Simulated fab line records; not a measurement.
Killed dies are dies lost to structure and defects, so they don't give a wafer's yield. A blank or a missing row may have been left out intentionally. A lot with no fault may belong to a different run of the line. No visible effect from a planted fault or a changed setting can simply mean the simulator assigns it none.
The tool behind it: which one?	flow gf180mcu	Sampling: 14 lots, 42 wafers, 3 of 602 route steps

WHAT EACH GAUGE READ, for each wafer
GF_SAB_CD_MEAS_09: the cd target is 420 nm. Usual: cdNm at 420.6 nm, with a standard deviation of 2.2.
lot	measured	on	cdNm (nm)	flag
L684	day 15 02:15	cdSem-01	418.7 413.9 416.6	
L685	day 15 12:21	cdSem-01	422.1 422.2 421.9	
L686	day 15 20:20	cdSem-02	418.3 418.1 418.3	
L694	day 18 16:02	cdSem-02	420.7 419.4 421.1	
L697	day 20 07:47	cdSem-02	421.5 420.1 421.6	
L699	day 20 15:01	cdSem-02	417.6 417.6 418.1	
L700	day 20 22:23	cdSem-01	421.1 421.5 419.9	
L701	day 21 07:30	cdSem-01	417.8 414.5 415.9	
L702	day 21 12:42	cdSem-02	419.7 420.8 421.5	
L703	day 21 20:33	cdSem-01	421.0 425.3 422.5	
L704	day 22 07:36	cdSem-01	418.6 419.4 418.8	
L705	day 22 16:23	cdSem-02	423.1 423.9 422.1	

WHICH TOOL RAN EACH LOT (tool, then ch and the chambers of the sampled wafers, then the start)
lot	GF_STI_EXPOSE_09	GF_POLY_GATE_STRIP_14
L684	krfScanner-02 ch 0, day 1 20:14	plasmaAsher-04 ch 1, day 9 05:25
L685	krfScanner-01 ch 0, day 2 01:03	plasmaAsher-01 ch 0,1, day 9 10:26
L686	krfScanner-02 ch 0, day 2 05:29	plasmaAsher-03 ch 0,1, day 9 18:04
L687	krfScanner-01, day 2 10:50	-
L688	krfScanner-01, day 2 15:19	-
L694	krfScanner-01 ch 0, day 3 22:27	plasmaAsher-01 ch 0,1, day 12 01:54
L697	krfScanner-01 ch 0, day 4 14:44	plasmaAsher-01 ch 0,1, day 13 09:09
L699	krfScanner-02 ch 0, day 4 23:38	plasmaAsher-01 ch 0,1, day 13 17:25
L700	krfScanner-01 ch 0, day 5 04:43	plasmaAsher-01 ch 0,1, day 13 22:23
L701	krfScanner-01 ch 0, day 5 09:58	plasmaAsher-01 ch 0,1, day 14 05:19
L702	krfScanner-01 ch 0, day 5 14:59	plasmaAsher-04 ch 0,1, day 14 11:39
L703	krfScanner-02 ch 0, day 5 20:28	plasmaAsher-04 ch 0,1, day 14 18:52
L704	krfScanner-01 ch 0, day 6 00:50	plasmaAsher-03 ch 0,1, day 15 03:43
L705	krfScanner-01 ch 0, day 6 06:01	plasmaAsher-01 ch 0,1, day 15 12:57
- GF_STI_EXPOSE_09: exposes mask COMP, target cd 220 nm.
- GF_POLY_GATE_STRIP_14: strips in O2/N2.

AS READ BY THE TOOLS THEMSELVES (means over the sampled wafers that have a number; for cases with no such wafer, the mark the record gives instead)
GF_STI_EXPOSE_09. Usual: exposureDoseMJCm2 27.989, standard deviation 0.029; focusOffsetNm 0.0 nm, standard deviation 0.53.
lot	tool	exposureDoseMJCm2	focusOffsetNm (nm)	flag
L684	krfScanner-02	28.035	-0.2	
L685	krfScanner-01	28.010	0.0	
L686	krfScanner-02	28.015	-0.7	
L687	krfScanner-01	-	-	OFF
L688	krfScanner-01	-	-	OFF
L694	krfScanner-01	28.008	-0.1	
L697	krfScanner-01	27.937	-0.2	
L699	krfScanner-02	27.982	-0.5	
L700	krfScanner-01	27.975	-0.1	
L701	krfScanner-01	27.970	-0.1	
L702	krfScanner-01	27.974	-0.2	
L703	krfScanner-02	27.966	0.1	
L704	krfScanner-01	27.985	0.1	
L705	krfScanner-01	27.993	-0.2	

GF_POLY_GATE_STRIP_14. Usual: drypumpMotorCurrentA 5.4 A, standard deviation 0.4; heaterPowerW 335 W, standard deviation 19; o2FlowSccm 3001 sccm, standard deviation 9; oesProductAu 0.506 a.u., standard deviation 0.0048.
lot	tool	drypumpMotorCurrentA (A)	heaterPowerW (W)	o2FlowSccm (sccm)	oesProductAu (a.u.)	flag
L684	plasmaAsher-04	4.8	311	3001	0.506	
L685	plasmaAsher-01	5.2	350	3002	0.510	
L686	plasmaAsher-03	5.9	325	3005	0.502	
L694	plasmaAsher-01	5.1	360	2997	0.507	
L697	plasmaAsher-01	5.2	356	3009	0.500	
L699	plasmaAsher-01	5.2	354	3007	0.507	
L700	plasmaAsher-01	5.2	352	2999	0.506	
L701	plasmaAsher-01	5.2	356	3006	0.505	
L702	plasmaAsher-04	5.0	314	2993	0.506	
L703	plasmaAsher-04	5.0	313	3004	0.509	
L704	plasmaAsher-03	5.7	332	3001	0.502	
L705	plasmaAsher-01	5.1	362	2993	0.507	

THE ANSWER, worked out from the rows above alone
Rule: take the mean of a lot's wafers that have a number; if it is more than 3 standard deviations from the usual mean, the lot is off. Also off: a lot with no number at a reading for which 4 or more lots have one. Any other lot the step has rows for is counted as sound. Order of review: gauges by route order, followed by the tools' own readings, for which a lot's mean as printed above is used. The first step at which some lot is off is used, and at that step the reading that is off furthest; a lot without a number counts as furthest.
Off: L687, L688 (GF_STI_EXPOSE_09, exposureDoseMJCm2). Without a number there: L687, L688.
A tool fits if, at that step or a process step before it, it ran every lot that is off, and no sound lot after the first of them. Not one of the candidates tried fits.

WHAT WAS PUT IN BY THE SIMULATOR
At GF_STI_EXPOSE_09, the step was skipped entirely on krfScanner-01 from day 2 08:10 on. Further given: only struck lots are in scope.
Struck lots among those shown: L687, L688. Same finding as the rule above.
